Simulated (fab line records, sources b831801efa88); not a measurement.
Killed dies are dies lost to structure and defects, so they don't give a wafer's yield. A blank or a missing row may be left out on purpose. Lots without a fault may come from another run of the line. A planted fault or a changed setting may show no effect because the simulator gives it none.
Which tool did it? | flow sky130 | 13 lots, 39 wafers sampled, at 3 steps of a route of 708

WHAT THE GAUGES READ, wafer by wafer
SKY_LI_CONTACT_THK_MEAS_01. Usual: LI_CONTACT_HDPCVD_THK 926 nm, standard deviation 9.8.
lot  | measured     | on            | LI_CONTACT_HDPCVD_THK (nm) | flag
L368 | day 27 17:38 | film_metro-03 | 907 926 910                |
L369 | day 28 00:52 | film_metro-02 | 916 923 921                |
L371 | day 29 01:22 | film_metro-02 | 922 931 918                |
L372 | day 29 04:06 | film_metro-01 | 929 929 926                |
L373 | day 29 17:49 | film_metro-03 | 913 919 920                |
L375 | day 30 09:50 | film_metro-03 | 933 921 931                |
L380 | day 31 23:00 | film_metro-02 | 925 924 928                |
L381 | day 32 09:13 | film_metro-01 | 936 934 932                |
L386 | day 34 08:52 | film_metro-02 | 926 919 921                |
L387 | day 34 13:54 | film_metro-03 | 927 924 934                |
L389 | day 35 00:11 | film_metro-01 | 918 927 926                |
L391 | day 35 08:37 | film_metro-01 | 934 925 938                |
L390 | day 35 11:05 | film_metro-02 | 930 929 922                |

SKY_LI_CONTACT_BOW_MEAS_03. Usual: LI_CONTACT_BOW 55 um, standard deviation 6.9.
lot  | measured     | on            | LI_CONTACT_BOW (um) | flag
L368 | day 27 17:59 | film_metro-03 | 60 65 51            |
L369 | day 28 01:14 | film_metro-03 | 59 63 62            |
L371 | day 29 01:44 | film_metro-03 | 68 57 60            |
L372 | day 29 04:28 | film_metro-02 | 71 60 58            |
L373 | day 29 18:11 | film_metro-01 | 53 51 54            |
L375 | day 30 10:12 | film_metro-01 | 54 56 50            |
L380 | day 31 23:23 | film_metro-02 | 48 53 53            |
L381 | day 32 09:35 | film_metro-02 | 52 56 46            |
L386 | day 34 09:14 | film_metro-01 | 51 50 61            |
L387 | day 34 14:16 | film_metro-01 | 57 51 58            |
L389 | day 35 00:33 | film_metro-02 | 58 57 47            |
L391 | day 35 08:59 | film_metro-03 | 50 57 65            |
L390 | day 35 11:27 | film_metro-02 | 64 58 52            |

WHICH TOOL RAN EACH LOT (tool, then ch and the chambers of the sampled wafers, then the start)
lot  | SKY_LDD_N_IMPLANT_09
L368 | implanter-02 ch 0, day 17 11:31
L369 | implanter-02 ch 0, day 17 18:08
L371 | implanter-04 ch 0, day 18 20:23
L372 | implanter-02 ch 0, day 18 23:16
L373 | implanter-04 ch 0, day 19 13:32
L375 | implanter-02 ch 0, day 20 09:35
L380 | implanter-02 ch 0, day 22 01:35
L381 | implanter-02 ch 0, day 22 14:52
L386 | implanter-02 ch 0, day 24 19:37
L387 | implanter-01 ch 0, day 25 02:55
L389 | implanter-02 ch 0, day 25 14:07
L391 | implanter-02 ch 0, day 25 19:58
L390 | implanter-04 ch 0, day 26 01:52
- SKY_LDD_N_IMPLANT_09

WHAT THE TOOLS THEMSELVES READ (means of the sampled wafers that have a number; where no wafer has one, the mark that the record gives instead)
SKY_LDD_N_IMPLANT_09. Usual: dose_ions_cm2 7.498e+13, standard deviation 7.8e+10.
lot  | tool         | dose_ions_cm2 | flag
L368 | implanter-02 | 7.502e+13     |
L369 | implanter-02 | 7.500e+13     |
L371 | implanter-04 | 7.499e+13     |
L372 | implanter-02 | 7.495e+13     |
L373 | implanter-04 | 7.498e+13     |
L375 | implanter-02 | 7.502e+13     |
L380 | implanter-02 | 7.812e+13     | OFF
L381 | implanter-02 | 7.820e+13     | OFF
L386 | implanter-02 | 7.501e+13     |
L387 | implanter-01 | 7.495e+13     |
L389 | implanter-02 | 7.498e+13     |
L391 | implanter-02 | 7.494e+13     |
L390 | implanter-04 | 7.498e+13     |

THE ANSWER, worked out from the rows above alone
Rule: a lot is off if the mean of its wafers that have a number lies more than 3 standard deviations from the usual mean. A lot without any number at a reading at which 4 lots or more have one is off too. The other lots that the step has rows for count as sound. The gauges are gone through in route order, then the tools' own readings, and for those a lot's mean is taken as printed above. The first step at which some lot is off is used, and at that step the reading that is off furthest; a lot without a number counts as furthest.
Off: L380, L381, at SKY_LDD_N_IMPLANT_09 (dose_ions_cm2).
A tool fits if, at that step or a process step before it, it ran every lot that is off, and no sound lot after the first of them. None of those tried fits.

WHAT THE SIMULATOR HAD PUT IN
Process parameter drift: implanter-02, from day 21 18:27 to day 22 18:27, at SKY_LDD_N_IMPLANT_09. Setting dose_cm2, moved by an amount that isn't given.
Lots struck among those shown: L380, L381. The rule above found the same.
